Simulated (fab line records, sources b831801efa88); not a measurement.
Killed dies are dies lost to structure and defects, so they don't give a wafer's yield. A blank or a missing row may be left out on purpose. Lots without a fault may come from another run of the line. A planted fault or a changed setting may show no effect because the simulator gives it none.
Which tool did it? | flow sky130 | 9 lots, 27 wafers sampled, at 7 steps of a route of 708

WHAT THE GAUGES READ, wafer by wafer
The record holds no reading of a measuring or inspecting step that can be judged against a usual standard deviation.

WHICH TOOL RAN EACH LOT (tool, then ch and the chambers of the sampled wafers, then the start)
lot  | SKY_METAL1_ETCH_18                | SKY_METAL1_METAL_ETCH_19          | SKY_METAL1_STRIP_20                  | SKY_VIA1_ETCH_14                   | SKY_VIA1_ETCH_15                   | SKY_VIA1_STRIP_16                    | SKY_PAD_OPEN_PROBE_99
L463 | rie_metal-03 ch 0,1, day 35 07:55 | rie_metal-03 ch 0,1, day 35 07:59 | plasma_asher-02 ch 0,1, day 35 08:04 | rie_diel-03 ch 2,3, day 36 11:32   | rie_diel-03 ch 2,3, day 36 11:35   | plasma_asher-04 ch 0,1, day 36 11:37 | prober-01, day 47 17:07
L462 | rie_metal-03 ch 0,1, day 35 12:28 | rie_metal-03 ch 0,1, day 35 12:32 | plasma_asher-03 ch 0,1, day 35 12:37 | rie_diel-02 ch 0,2,3, day 36 16:39 | rie_diel-02 ch 0,2,3, day 36 16:42 | plasma_asher-02 ch 0,1, day 36 16:44 | prober-02, day 47 22:49
L465 | rie_metal-03 ch 0, day 35 14:13   | rie_metal-03 ch 0, day 35 14:17   | plasma_asher-01 ch 0,1, day 35 14:22 | rie_diel-03 ch 0,1,3, day 36 18:27 | rie_diel-03 ch 0,1,3, day 36 18:30 | plasma_asher-04 ch 0,1, day 36 18:32 | prober-02, day 48 00:19
L466 | rie_metal-03 ch 0,1, day 35 18:52 | rie_metal-03 ch 0,1, day 35 18:56 | plasma_asher-02 ch 0,1, day 35 19:02 | rie_diel-03 ch 0,2,3, day 36 22:20 | rie_diel-03 ch 0,2,3, day 36 22:23 | plasma_asher-04 ch 0,1, day 36 22:28 | prober-01, day 48 02:08
L470 | rie_metal-04 ch 0,1, day 37 09:56 | rie_metal-04 ch 0,1, day 37 10:01 | plasma_asher-03 ch 0,1, day 37 10:06 | -                                  | -                                  | -                                    | prober-01, day 49 06:24
L471 | rie_metal-03 ch 0,1, day 37 12:55 | rie_metal-03 ch 0,1, day 37 12:59 | plasma_asher-01 ch 0,1, day 37 13:04 | -                                  | -                                  | -                                    | prober-02, day 49 07:59
L476 | rie_metal-04 ch 0,1, day 38 23:44 | rie_metal-04 ch 0,1, day 38 23:49 | plasma_asher-03 ch 0,1, day 38 23:54 | rie_diel-03 ch 0,2,3, day 40 01:48 | rie_diel-03 ch 0,2,3, day 40 01:51 | plasma_asher-04 ch 0,1, day 40 01:56 | prober-01, day 50 09:17
L478 | rie_metal-03 ch 0,1, day 39 07:30 | rie_metal-03 ch 0,1, day 39 07:34 | plasma_asher-01 ch 0, day 39 07:39   | rie_diel-02 ch 0,1,3, day 40 08:50 | rie_diel-02 ch 0,1,3, day 40 08:53 | plasma_asher-04 ch 0,1, day 40 08:55 | prober-01, day 50 14:26
L479 | rie_metal-04 ch 0,1, day 39 11:09 | rie_metal-04 ch 0,1, day 39 11:13 | plasma_asher-02 ch 0,1, day 39 11:18 | rie_diel-01 ch 0,1,3, day 40 13:05 | rie_diel-01 ch 0,1,3, day 40 13:08 | plasma_asher-02 ch 0,1, day 40 13:11 | prober-02, day 50 16:35
- SKY_METAL1_ETCH_18: etches BARC in N2/H2, stops on SiO2, time 45.9 s, target depth 60 nm.
- SKY_METAL1_METAL_ETCH_19: etches the open film in Cl2/BCl3, stops on SiO2, target depth 360 nm, time 78 s.
- SKY_METAL1_STRIP_20: strips in O2/N2.
- SKY_VIA1_ETCH_14: etches BARC in N2/H2, stops on SiO2, time 45.9 s, target depth 60 nm.
- SKY_VIA1_ETCH_15: etches SiO2 in C4F8/O2/Ar, stops on TiN, target depth 351 nm, time 54 s.
- SKY_VIA1_STRIP_16: strips in O2/N2.
- SKY_PAD_OPEN_PROBE_99

WHAT THE TOOLS THEMSELVES READ (means of the sampled wafers that have a number; where no wafer has one, the mark that the record gives instead)
SKY_METAL1_ETCH_18. Usual: bias_w 100.04 W, standard deviation 0.27; chamber_pressure_mTorr 30.000 mTorr, standard deviation 0.027; drypump_motor_current_A 5.6 A, standard deviation 0.44; oes_product_au 0.854 a.u., standard deviation 0.0048; throttle_valve_pct 13.225 %, standard deviation 0.0087.
lot  | tool         | bias_w (W) | chamber_pressure_mTorr (mTorr) | drypump_motor_current_A (A) | oes_product_au (a.u.) | throttle_valve_pct (%) | flag
L463 | rie_metal-03 | 100.10     | 30.006                         | 5.4                         | 0.860                 | 13.227                 |
L462 | rie_metal-03 | 100.23     | 30.000                         | 5.4                         | 0.857                 | 13.214                 |
L465 | rie_metal-03 | 100.13     | 29.985                         | 5.6                         | 0.855                 | 13.223                 |
L466 | rie_metal-03 | 99.91      | 30.009                         | 5.2                         | 0.850                 | 13.229                 |
L470 | rie_metal-04 | -          | -                              | -                           | -                     | -                      | OFF
L471 | rie_metal-03 | -          | -                              | -                           | -                     | -                      | OFF
L476 | rie_metal-04 | 99.89      | 29.996                         | 5.7                         | 0.856                 | 13.217                 |
L478 | rie_metal-03 | 99.96      | 30.003                         | 5.2                         | 0.852                 | 13.221                 |
L479 | rie_metal-04 | 99.93      | 30.003                         | 5.8                         | 0.856                 | 13.219                 |

SKY_METAL1_METAL_ETCH_19. Usual: bcl3_flow_sccm 30.02 sccm, standard deviation 0.094; bias_w 48.49 W, standard deviation 0.14; drypump_motor_current_A 5.6 A, standard deviation 0.45; oes_product_au 0.856 a.u., standard deviation 0.0059; throttle_valve_pct 22.266 %, standard deviation 0.009.
lot  | tool         | bcl3_flow_sccm (sccm) | bias_w (W) | drypump_motor_current_A (A) | oes_product_au (a.u.) | throttle_valve_pct (%) | flag
L463 | rie_metal-03 | 30.05                 | 48.50      | 5.4                         | 0.862                 | 22.269                 |
L462 | rie_metal-03 | 30.08                 | 48.43      | 5.4                         | 0.854                 | 22.257                 |
L465 | rie_metal-03 | 29.96                 | 48.37      | 5.6                         | 0.862                 | 22.267                 |
L466 | rie_metal-03 | 29.98                 | 48.46      | 5.2                         | 0.854                 | 22.266                 |
L470 | rie_metal-04 | 30.02                 | 48.45      | 5.7                         | 0.372                 | 22.267                 | OFF
L471 | rie_metal-03 | 29.91                 | 48.59      | 5.4                         | 0.378                 | 22.275                 | OFF
L476 | rie_metal-04 | 30.05                 | 48.28      | 5.7                         | 0.851                 | 22.258                 |
L478 | rie_metal-03 | 30.00                 | 48.57      | 5.2                         | 0.860                 | 22.265                 |
L479 | rie_metal-04 | 30.13                 | 48.47      | 5.8                         | 0.852                 | 22.267                 |

SKY_METAL1_STRIP_20. Usual: drypump_motor_current_A 5.70 A, standard deviation 0.17; oes_product_au 0.340 a.u., standard deviation 0.005; strip_time_to_endpoint_s 2.65 s, standard deviation 0.046.
lot  | tool            | drypump_motor_current_A (A) | oes_product_au (a.u.) | strip_time_to_endpoint_s (s) | flag
L463 | plasma_asher-02 | 5.83                        | 0.339                 | 2.67                         |
L462 | plasma_asher-03 | 5.78                        | 0.344                 | 2.63                         |
L465 | plasma_asher-01 | 5.48                        | 0.341                 | 2.66                         |
L466 | plasma_asher-02 | 5.85                        | 0.344                 | 2.62                         |
L470 | plasma_asher-03 | 5.83                        | 0.360                 | 3.16                         | OFF
L471 | plasma_asher-01 | 5.44                        | 0.359                 | 3.13                         | OFF
L476 | plasma_asher-03 | 5.77                        | 0.343                 | 2.71                         |
L478 | plasma_asher-01 | 5.48                        | 0.340                 | 2.61                         |
L479 | plasma_asher-02 | 5.86                        | 0.344                 | 2.70                         |

SKY_VIA1_ETCH_14. Usual: bias_w 100.0 W, standard deviation 0.33; chamber_pressure_mTorr 30.002 mTorr, standard deviation 0.029; drypump_motor_current_A 5.9 A, standard deviation 0.47; oes_product_au 0.854 a.u., standard deviation 0.004; throttle_valve_pct 13.225 %, standard deviation 0.0089.
lot  | tool        | bias_w (W) | chamber_pressure_mTorr (mTorr) | drypump_motor_current_A (A) | oes_product_au (a.u.) | throttle_valve_pct (%) | flag
L463 | rie_diel-03 | 100.1      | 29.996                         | 5.9                         | 0.855                 | 13.221                 |
L462 | rie_diel-02 | 100.1      | 30.036                         | 5.9                         | 0.853                 | 13.227                 |
L465 | rie_diel-03 | 99.8       | 30.028                         | 5.9                         | 0.858                 | 13.218                 |
L466 | rie_diel-03 | 100.1      | 29.988                         | 5.8                         | 0.852                 | 13.227                 |
L476 | rie_diel-03 | 99.8       | 30.011                         | 5.8                         | 0.855                 | 13.232                 |
L478 | rie_diel-02 | 100.1      | 29.996                         | 5.8                         | 0.855                 | 13.230                 |
L479 | rie_diel-01 | 99.7       | 30.007                         | 6.1                         | 0.853                 | 13.227                 |

SKY_VIA1_ETCH_15. Usual: bias_w 1200 W, standard deviation 3.4; chamber_pressure_mTorr 40.00 mTorr, standard deviation 0.036; oes_product_au 0.980 a.u., standard deviation 0.0058.
lot  | tool        | bias_w (W) | chamber_pressure_mTorr (mTorr) | oes_product_au (a.u.) | flag
L463 | rie_diel-03 | 1198       | 39.99                          | 0.975                 |
L462 | rie_diel-02 | 1199       | 39.98                          | 0.979                 |
L465 | rie_diel-03 | 1200       | 40.03                          | 0.979                 |
L466 | rie_diel-03 | 1204       | 40.02                          | 0.978                 |
L476 | rie_diel-03 | 1200       | 39.99                          | 0.978                 |
L478 | rie_diel-02 | 1199       | 40.00                          | 0.980                 |
L479 | rie_diel-01 | 1198       | 39.99                          | 0.981                 |

SKY_VIA1_STRIP_16. Usual: drypump_motor_current_A 5.89 A, standard deviation 0.21; oes_product_au 0.416 a.u., standard deviation 0.0042; strip_time_to_endpoint_s 4.450 s, standard deviation 0.024.
lot  | tool            | drypump_motor_current_A (A) | oes_product_au (a.u.) | strip_time_to_endpoint_s (s) | flag
L463 | plasma_asher-04 | 5.98                        | 0.415                 | 4.441                        |
L462 | plasma_asher-02 | 5.85                        | 0.417                 | 4.459                        |
L465 | plasma_asher-04 | 6.15                        | 0.418                 | 4.449                        |
L466 | plasma_asher-04 | 5.95                        | 0.416                 | 4.489                        |
L476 | plasma_asher-04 | 5.95                        | 0.417                 | 4.489                        |
L478 | plasma_asher-04 | 5.97                        | 0.413                 | 4.467                        |
L479 | plasma_asher-02 | 5.85                        | 0.415                 | 4.432                        |

SKY_PAD_OPEN_PROBE_99. Usual: defect_limited_yield 82.5 %, standard deviation 1.9; killed_at_M0_to_M3 43, standard deviation 6.8; killed_at_M4_up 3.0, standard deviation 1.6; killed_at_contacts 25, standard deviation 6; killed_at_front_end 15, standard deviation 4.4; killed_at_other 0.3, standard deviation 0.52; killed_dies 86, standard deviation 9.6; killed_on_rim 17, standard deviation 3.5; killed_open 47, standard deviation 6.7; killed_short 39, standard deviation 6.8; sort_bin_3_pad_short 0.9 %, standard deviation 0.43; sort_bin_5_function 10.3 %, standard deviation 1.5; sort_bin_6_memory 6.3 %, standard deviation 1.1; sort_n_pass 406, standard deviation 9.6; sort_yield_pct 82.5 %, standard deviation 1.9.
lot  | tool      | defect_limited_yield (%) | killed_at_M0_to_M3 | killed_at_M4_up | killed_at_contacts | killed_at_front_end | killed_at_other | killed_dies | killed_on_rim | killed_open | killed_short | sort_bin_3_pad_short (%) | sort_bin_5_function (%) | sort_bin_6_memory (%) | sort_n_pass | sort_yield_pct (%) | flag
L463 | prober-01 | 82.5                     | 49                 | 3.3             | 20                 | 13                  | 0.3             | 86          | 16            | 40          | 46           | 1.0                      | 10.4                    | 6.1                   | 406         | 82.5               |
L462 | prober-02 | 82.4                     | 38                 | 2.3             | 27                 | 19                  | 0.0             | 86          | 17            | 52          | 34           | 1.1                      | 10.1                    | 6.4                   | 406         | 82.4               |
L465 | prober-02 | 82.6                     | 48                 | 4.3             | 23                 | 11                  | 0.0             | 86          | 13            | 46          | 39           | 1.1                      | 10.8                    | 5.5                   | 406         | 82.6               |
L466 | prober-01 | 83.3                     | 43                 | 3.3             | 23                 | 13                  | 0.0             | 82          | 13            | 43          | 40           | 1.0                      | 9.2                     | 6.5                   | 410         | 83.3               |
L470 | prober-01 | 0.0                      | 446                | 4.3             | 29                 | 13                  | 0.0             | 492         | 96            | 45          | 42           | 1.1                      | 91.7                    | 7.2                   | 0           | 0.0                | OFF
L471 | prober-02 | 0.0                      | 452                | 3.0             | 20                 | 17                  | 0.0             | 492         | 96            | 45          | 41           | 1.6                      | 92.0                    | 6.4                   | 0           | 0.0                | OFF
L476 | prober-01 | 84.2                     | 39                 | 3.7             | 18                 | 17                  | 0.7             | 78          | 16            | 45          | 33           | 0.5                      | 9.6                     | 5.8                   | 414         | 84.2               |
L478 | prober-01 | 82.1                     | 41                 | 4.0             | 25                 | 17                  | 0.3             | 88          | 20            | 49          | 38           | 0.5                      | 9.9                     | 7.4                   | 404         | 82.1               |
L479 | prober-02 | 80.2                     | 48                 | 2.7             | 27                 | 19                  | 0.3             | 97          | 17            | 52          | 45           | 1.0                      | 11.6                    | 7.2                   | 395         | 80.2               |

THE ANSWER, worked out from the rows above alone
Rule: a lot is off if the mean of its wafers that have a number lies more than 3 standard deviations from the usual mean. A lot without any number at a reading at which 4 lots or more have one is off too. The other lots that the step has rows for count as sound. The gauges are gone through in route order, then the tools' own readings, and for those a lot's mean is taken as printed above. The first step at which some lot is off is used, and at that step the reading that is off furthest; a lot without a number counts as furthest.
Off: L470, L471, at SKY_METAL1_ETCH_18 (bias_w). Without a number there: L470, L471.
A tool fits if, at that step or a process step before it, it ran every lot that is off, and no sound lot after the first of them. None of those tried fits.

WHAT THE SIMULATOR HAD PUT IN
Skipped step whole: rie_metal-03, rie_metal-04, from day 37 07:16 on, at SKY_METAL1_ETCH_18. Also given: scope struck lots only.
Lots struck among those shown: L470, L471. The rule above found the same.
